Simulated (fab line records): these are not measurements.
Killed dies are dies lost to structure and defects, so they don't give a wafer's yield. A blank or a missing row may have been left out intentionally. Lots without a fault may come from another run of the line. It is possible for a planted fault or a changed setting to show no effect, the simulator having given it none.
What tool caused it?	flow gf180mcu	24 lots, 72 wafers sampled, at 5 steps of a route of 602

== WHAT THE GAUGES SHOWED, per wafer ==
GF_LVPWELL_OVL_MEAS_07.
lot	measured	on	LVPWELL_OVL (nm)
L074	day 3 19:52	overlay-02	-0.7 -0.5 1.6
L075	day 4 00:26	overlay-01	-0.3 0.4 -0.4
L076	day 4 08:14	overlay-01	-1.3 -2.9 -1.9
L077	day 4 13:35	overlay-01	-2.6 -0.8 -3.5
L078	day 4 19:56	overlay-02	2.1 3.5 1.8
L079	day 5 00:14	overlay-01	-1.0 -0.7 -0.1
L080	day 5 05:56	overlay-01	-2.6 -0.3 1.1
L081	day 5 10:52	overlay-02	-2.9 -0.3 -0.5
L082	day 5 17:43	overlay-01	-2.5 -2.8 -1.1
L083	day 5 22:22	overlay-01	-0.8 1.6 -0.1
L084	day 6 04:10	overlay-02	-0.4 -0.5 -1.5
L085	day 6 11:26	overlay-01	-0.7 0.9 -0.3
L086	day 6 14:11	overlay-01	1.0 -0.6 -1.0
L087	day 7 02:08	overlay-01	1.0 -0.9 0.6
L088	day 7 06:09	overlay-02	-2.4 -1.0 -2.1
L089	day 7 11:02	overlay-01	0.8 1.3 1.2
L090	day 7 16:17	overlay-02	0.5 -1.2 0.3
L091	day 7 21:05	overlay-01	0.3 0.4 -1.8
L092	day 8 02:11	overlay-02	-0.1 -0.3 0.7
L093	day 8 08:46	overlay-02	-1.0 -2.7 0.2
L094	day 8 10:56	overlay-02	2.4 3.0 1.5
L095	day 8 15:56	overlay-02	-0.7 -1.5 -1.0
L096	day 9 10:01	overlay-01	0.1 1.2 -0.7
L097	day 9 10:58	overlay-02	0.4 2.2 0.8

GF_LVPWELL_TW_MEAS_11.
lot	measured	on	LVPWELL_TW
L074	day 3 20:19	film-metro-01	562 562 563
L075	day 4 00:53	film-metro-02	556 556 559
L076	day 4 08:40	film-metro-01	564 561 564
L077	day 4 14:01	film-metro-04	554 554 554
L078	day 4 20:22	film-metro-01	562 565 562
L079	day 5 00:41	film-metro-01	565 566 564
L080	day 5 06:22	film-metro-01	566 564 567
L081	day 5 11:19	film-metro-02	558 558 560
L082	day 5 18:10	film-metro-01	563 560 563
L083	day 5 22:49	film-metro-01	570 566 567
L084	day 6 04:37	film-metro-04	558 554 559
L085	day 6 11:52	film-metro-02	560 560 560
L086	day 6 14:38	film-metro-04	556 556 557
L087	day 7 02:34	film-metro-01	571 568 569
L088	day 7 06:35	film-metro-04	559 558 558
L089	day 7 11:28	film-metro-02	560 561 561
L090	day 7 16:44	film-metro-01	572 569 567
L091	day 7 21:32	film-metro-04	559 561 558
L092	day 8 02:37	film-metro-04	558 558 557
L093	day 8 09:13	film-metro-04	558 554 553
L094	day 8 11:23	film-metro-01	563 564 557
L095	day 8 16:23	film-metro-01	558 560 560
L096	day 9 10:28	film-metro-04	553 557 558
L097	day 9 11:25	film-metro-01	562 563 563

GF_VT_IMPLANT_OVL_MEAS_29.
lot	measured	on	VT_IMPLANT_02_OVL (nm)
L074	day 6 19:56	overlay-01	-1.3 -0.1 -1.2
L075	day 7 00:14	overlay-01	0.2 0.6 1.4
L076	day 7 09:26	overlay-01	-1.1 -1.7 -1.5
L077	day 7 15:35	overlay-02	-0.8 1.0 0.2
L078	day 7 21:59	overlay-01	1.4 2.0 1.8
L079	day 8 03:41	overlay-02	-1.2 -0.6 -1.8
L080	day 8 11:44	overlay-02	0.8 3.2 1.5
L081	day 8 15:35	overlay-02	0.5 0.0 0.0
L082	day 8 23:23	overlay-02	2.3 1.4 0.4
L083	day 9 05:26	overlay-02	-1.2 -0.7 0.9
L084	day 9 12:08	overlay-02	-0.9 -1.3 -0.4
L085	day 9 20:23	overlay-01	-1.1 -1.3 0.6
L086	day 9 22:51	overlay-01	-1.0 1.4 1.8
L087	day 10 12:35	overlay-01	-1.1 -0.3 -0.1
L088	day 10 17:11	overlay-01	-0.7 0.0 -1.1
L089	day 11 00:41	overlay-02	0.2 1.0 1.1
L090	day 11 05:53	overlay-02	-0.7 0.4 0.8
L091	day 11 10:45	overlay-02	0.5 1.9 -0.2
L092	day 11 18:44	overlay-02	1.0 0.4 0.2
L093	day 12 00:35	overlay-01	0.5 0.3 1.5
L094	day 12 05:20	overlay-01	0.3 0.6 0.4
L095	day 12 09:26	overlay-01	-0.3 0.6 2.1
L096	day 13 07:41	overlay-01	1.3 0.3 0.2
L097	day 13 09:44	overlay-02	1.4 2.1 1.1

GF_CONTACT_RS_MEAS_25: measurement is done with a four-point probe.
lot	measured	on	CONTACT_W_RS (ohm/sq)
L074	day 16 05:23	film-metro-01	0.376 0.386 0.374
L075	day 16 06:48	film-metro-01	0.382 0.386 0.376
L076	day 16 16:14	film-metro-04	0.375 0.387 0.371
L077	day 17 07:57	film-metro-01	0.365 0.378 0.381
L078	day 17 09:59	film-metro-04	0.377 0.390 0.378
L079	day 17 17:34	film-metro-01	0.388 0.377 0.386
L080	day 18 08:22	film-metro-01	0.373 0.384 0.382
L081	day 18 11:07	film-metro-02	0.374 0.383 0.372
L082	day 18 20:21	film-metro-02	0.377 0.373 0.377
L083	day 19 03:42	film-metro-01	0.375 0.376 0.380
L084	day 19 15:20	film-metro-04	0.386 0.383 0.383
L085	day 20 02:44	film-metro-02	0.386 0.380 0.375
L086	day 20 06:23	film-metro-01	0.382 0.377 0.384
L087	day 21 05:31	film-metro-02	0.377 0.387 0.373
L088	day 21 10:09	film-metro-02	0.381 0.381 0.383
L089	day 21 18:36	film-metro-01	0.386 0.382 0.376
L090	day 22 03:40	film-metro-02	0.379 0.374 0.377
L091	day 22 07:17	film-metro-02	0.374 0.381 0.379
L092	day 22 17:21	film-metro-02	0.383 0.383 0.382
L093	day 23 07:23	film-metro-02	0.370 0.381 0.372
L094	day 23 07:44	film-metro-02	0.385 0.380 0.382
L095	day 23 13:13	film-metro-01	0.385 0.378 0.384
L096	day 24 10:00	film-metro-04	0.383 0.389 0.388
L097	day 24 13:32	film-metro-01	0.382 0.374 0.372

== TOOL THAT RAN EACH LOT (tool first, then ch and the chambers of the sampled wafers, then the start) ==
lot	GF_HV_LDD_STRIP_22
L074	plasma-asher-01 ch 0, day 10 22:14
L075	plasma-asher-02 ch 0,1, day 10 22:32
L076	plasma-asher-03 ch 0,1, day 11 06:29
L077	plasma-asher-01 ch 0,1, day 11 19:05
L078	plasma-asher-03 ch 0,1, day 11 22:53
L079	plasma-asher-02 ch 0,1, day 12 03:35
L080	plasma-asher-02 ch 0,1, day 12 16:11
L081	plasma-asher-01 ch 0,1, day 12 19:02
L082	plasma-asher-01 ch 0,1, day 13 02:26
L083	plasma-asher-03 ch 0,1, day 13 09:35
L084	plasma-asher-01 ch 0,1, day 13 17:34
L085	plasma-asher-01 ch 0,1, day 14 03:55
L086	plasma-asher-03 ch 0,1, day 14 06:49
L087	plasma-asher-02 ch 0,1, day 15 02:38
L088	plasma-asher-03 ch 0,1, day 15 08:25
L089	plasma-asher-01 ch 0,1, day 15 16:59
L090	plasma-asher-01 ch 0,1, day 15 23:31
L091	plasma-asher-02 ch 0,1, day 16 04:13
L092	plasma-asher-01 ch 0,1, day 16 14:05
L093	plasma-asher-01 ch 0,1, day 17 00:37
L094	plasma-asher-02 ch 0,1, day 17 02:16
L095	plasma-asher-02 ch 0,1, day 17 09:02
L096	plasma-asher-01 ch 0,1, day 18 05:46
L097	plasma-asher-01 ch 0,1, day 18 09:29
- GF_HV_LDD_STRIP_22: strips in O2/N2.

== AS READ BY THE TOOLS THEMSELVES (means over the sampled wafers that have a number; for cases with no such wafer, the mark the record gives instead) ==
GF_HV_LDD_STRIP_22.
lot	tool	drypump-motor-current-A (A)	heater-power-w (W)	oes-product-au (a.u.)	strip-time-to-endpoint-s (s)
L074	plasma-asher-01	5.75	356	0.724	12.686
L075	plasma-asher-02	5.73	352	0.718	12.637
L076	plasma-asher-03	5.69	359	0.714	12.612
L077	plasma-asher-01	5.81	312	0.715	12.677
L078	plasma-asher-03	5.69	363	0.716	12.646
L079	plasma-asher-02	5.72	353	0.713	12.641
L080	plasma-asher-02	5.63	326	0.717	12.639
L081	plasma-asher-01	5.78	325	0.720	12.611
L082	plasma-asher-01	5.82	311	0.717	12.647
L083	plasma-asher-03	5.67	380	0.713	12.673
L084	plasma-asher-01	5.84	311	0.720	12.650
L085	plasma-asher-01	5.80	337	0.719	12.619
L086	plasma-asher-03	5.68	362	0.712	12.642
L087	plasma-asher-02	5.60	329	0.722	12.662
L088	plasma-asher-03	5.69	377	0.717	12.687
L089	plasma-asher-01	5.79	333	0.716	12.651
L090	plasma-asher-01	5.80	336	0.715	12.633
L091	plasma-asher-02	5.74	351	0.713	12.646
L092	plasma-asher-01	5.79	327	0.718	12.690
L093	plasma-asher-01	5.82	310	0.713	12.662
L094	plasma-asher-02	5.73	350	0.720	12.680
L095	plasma-asher-02	5.63	328	0.715	12.643
L096	plasma-asher-01	5.84	305	0.720	12.603
L097	plasma-asher-01	5.78	334	0.717	12.640

== THE ANSWER, worked out from the rows above alone ==
Rule: usual is defined by the lots themselves. The widest of any qualifying gaps counts: lots, ordered by their means at a reading, are off when they make up no more than a third of the lots, leave a main group of 4 or more, and stand apart from it by 3 or more times the standard deviation of that group's means. If all means in a main group match to the digits the tables above print for the reading, that group is not used. Also off: a lot with no number at a reading for which 4 or more lots have one. The other lots that the step has rows for count as sound. After the gauges, taken in route order, come the tools' own readings; for these a lot's mean is taken, as printed above. At the first step where some lot is off, the reading lying furthest off is the one used; lots without a number count as furthest.
None of the lots is off at any reading shown; this tells nothing.

== WHAT THE SIMULATOR HAD PUT IN ==
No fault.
